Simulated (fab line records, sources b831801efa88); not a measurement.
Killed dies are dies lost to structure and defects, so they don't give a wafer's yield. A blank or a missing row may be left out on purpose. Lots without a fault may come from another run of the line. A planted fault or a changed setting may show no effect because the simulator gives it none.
Which tool did it? | flow sky130 | 10 lots, 30 wafers sampled, at 5 steps of a route of 708

WHAT THE GAUGES READ, wafer by wafer
SKY_VIA3_BOW_MEAS_03. Usual: VIA3_BOW 79 um, standard deviation 7.2.
lot  | measured     | on            | VIA3_BOW (um) | flag
L394 | day 38 18:42 | film_metro-03 | 80 78 83      |
L398 | day 40 02:07 | film_metro-03 | 79 86 84      |
L401 | day 40 23:55 | film_metro-02 | 87 75 73      |
L402 | day 41 06:58 | film_metro-03 | 76 72 82      |
L410 | day 43 21:31 | film_metro-02 | 69 78 84      |
L409 | day 43 22:20 | film_metro-02 | 81 92 86      |
L412 | day 44 05:10 | film_metro-02 | 73 86 78      |
L414 | day 44 08:04 | film_metro-03 | 93 82 85      |
L415 | day 44 22:54 | film_metro-01 | 75 82 84      |
L417 | day 45 02:48 | film_metro-03 | 71 78 75      |

SKY_VIA3_RS_MEAS_22: measures by four-point-probe. Usual: VIA3_W_RS 0.296 ohm/sq, standard deviation 0.0042.
lot  | measured     | on            | VIA3_W_RS (ohm/sq)                  | flag
L394 | day 39 19:14 | film_metro-01 | 0.291 0.296 0.295                   |
L398 | day 41 04:32 | film_metro-02 | 0.293 0.297 0.292                   |
L401 | day 42 00:53 | film_metro-03 | 0.216 0.300 0.221 0.216 0.300 0.222 | OFF
L402 | day 42 08:39 | film_metro-01 | 0.303 0.219 0.218 0.303 0.218 0.217 | OFF
L410 | day 44 21:01 | film_metro-02 | 0.292 0.293 0.300                   |
L409 | day 44 22:08 | film_metro-01 | 0.298 0.295 0.301                   |
L412 | day 45 03:41 | film_metro-02 | 0.298 0.297 0.295                   |
L414 | day 45 06:46 | film_metro-03 | 0.291 0.292 0.301                   |
L415 | day 45 21:04 | film_metro-02 | 0.295 0.305 0.299                   |
L417 | day 46 01:19 | film_metro-03 | 0.296 0.293 0.302                   |

SKY_VIA3_THK_MEAS_23: measures by xrf. Usual: VIA3_W_THK 391 nm, standard deviation 6.5.
lot  | measured     | on            | VIA3_W_THK (nm)         | flag
L394 | day 39 19:22 | film_metro-01 | 391 388 390             |
L398 | day 41 04:39 | film_metro-02 | 400 393 403             |
L401 | day 42 06:00 | film_metro-03 | 544 393 535 545 390 532 | OFF
L402 | day 42 10:52 | film_metro-01 | 382 531 532 379 531 536 | OFF
L410 | day 44 21:07 | film_metro-02 | 397 397 386             |
L409 | day 44 22:16 | film_metro-01 | 385 390 382             |
L412 | day 45 03:49 | film_metro-02 | 393 392 393             |
L414 | day 45 06:53 | film_metro-03 | 400 399 388             |
L415 | day 45 21:10 | film_metro-02 | 394 382 392             |
L417 | day 46 01:26 | film_metro-03 | 390 398 385             |

WHICH TOOL RAN EACH LOT (tool, then ch and the chambers of the sampled wafers, then the start)
lot  | SKY_VIA3_CMP_02               | SKY_VIA3_CVD_21
L394 | cmp-02 ch 0,1,2, day 38 18:24 | cvd_w-02 ch 0,1, day 39 19:07
L398 | cmp-01 ch 0,1,2, day 40 01:49 | cvd_w-01 ch 0,1, day 41 04:24
L401 | cmp-02 ch 0,1, day 40 23:35   | cvd_w-01 ch 0,1, day 42 00:46
L402 | cmp-02 ch 1,2,3, day 41 06:40 | cvd_w-01 ch 0,1, day 42 08:32
L410 | cmp-01 ch 0,1,2, day 43 21:12 | cvd_w-02 ch 0,1, day 44 20:52
L409 | cmp-01 ch 0,1,3, day 43 22:08 | cvd_w-02 ch 0,1, day 44 22:01
L412 | cmp-02 ch 1,2, day 44 04:52   | cvd_w-01 ch 1, day 45 03:34
L414 | cmp-02 ch 0,1,3, day 44 07:46 | cvd_w-01 ch 0,1, day 45 06:38
L415 | cmp-01 ch 0,1,3, day 44 22:35 | cvd_w-01 ch 0,1, day 45 20:55
L417 | cmp-01 ch 0,2, day 45 02:29   | cvd_w-02 ch 0,1, day 46 01:11
- SKY_VIA3_CMP_02: polishes SiO2.
- SKY_VIA3_CVD_21: deposits W, target thk 390 nm, time 117.31 s.

WHAT THE TOOLS THEMSELVES READ (means of the sampled wafers that have a number; where no wafer has one, the mark that the record gives instead)
SKY_VIA3_CMP_02. Usual: motor_current_A 12.4 A, standard deviation 0.94.
lot  | tool   | motor_current_A (A) | flag
L394 | cmp-02 | 12.8                |
L398 | cmp-01 | 11.7                |
L401 | cmp-02 | 12.6                |
L402 | cmp-02 | 12.4                |
L410 | cmp-01 | 11.3                |
L409 | cmp-01 | 11.7                |
L412 | cmp-02 | 12.4                |
L414 | cmp-02 | 12.9                |
L415 | cmp-01 | 12.0                |
L417 | cmp-01 | 11.8                |

SKY_VIA3_CVD_21. Usual: heater_power_w 769 W, standard deviation 52.
lot  | tool     | heater_power_w (W) | flag
L394 | cvd_w-02 | 735                |
L398 | cvd_w-01 | 766                |
L401 | cvd_w-01 | 800                |
L402 | cvd_w-01 | 759                |
L410 | cvd_w-02 | 774                |
L409 | cvd_w-02 | 750                |
L412 | cvd_w-01 | 744                |
L414 | cvd_w-01 | 763                |
L415 | cvd_w-01 | 785                |
L417 | cvd_w-02 | 752                |

THE ANSWER, worked out from the rows above alone
Rule: a lot is off if the mean of its wafers that have a number lies more than 3 standard deviations from the usual mean. A lot without any number at a reading at which 4 lots or more have one is off too. The other lots that the step has rows for count as sound. The gauges are gone through in route order, then the tools' own readings, and for those a lot's mean is taken as printed above. The first step at which some lot is off is used, and at that step the reading that is off furthest; a lot without a number counts as furthest.
Off: L401, L402, at SKY_VIA3_RS_MEAS_22 (VIA3_W_RS).
A tool fits if, at a process step before that reading, it ran every lot that is off, and no sound lot after the first of them. The gauges at SKY_VIA3_RS_MEAS_22 are tried like those tools. None of those tried fits.

WHAT THE SIMULATOR HAD PUT IN
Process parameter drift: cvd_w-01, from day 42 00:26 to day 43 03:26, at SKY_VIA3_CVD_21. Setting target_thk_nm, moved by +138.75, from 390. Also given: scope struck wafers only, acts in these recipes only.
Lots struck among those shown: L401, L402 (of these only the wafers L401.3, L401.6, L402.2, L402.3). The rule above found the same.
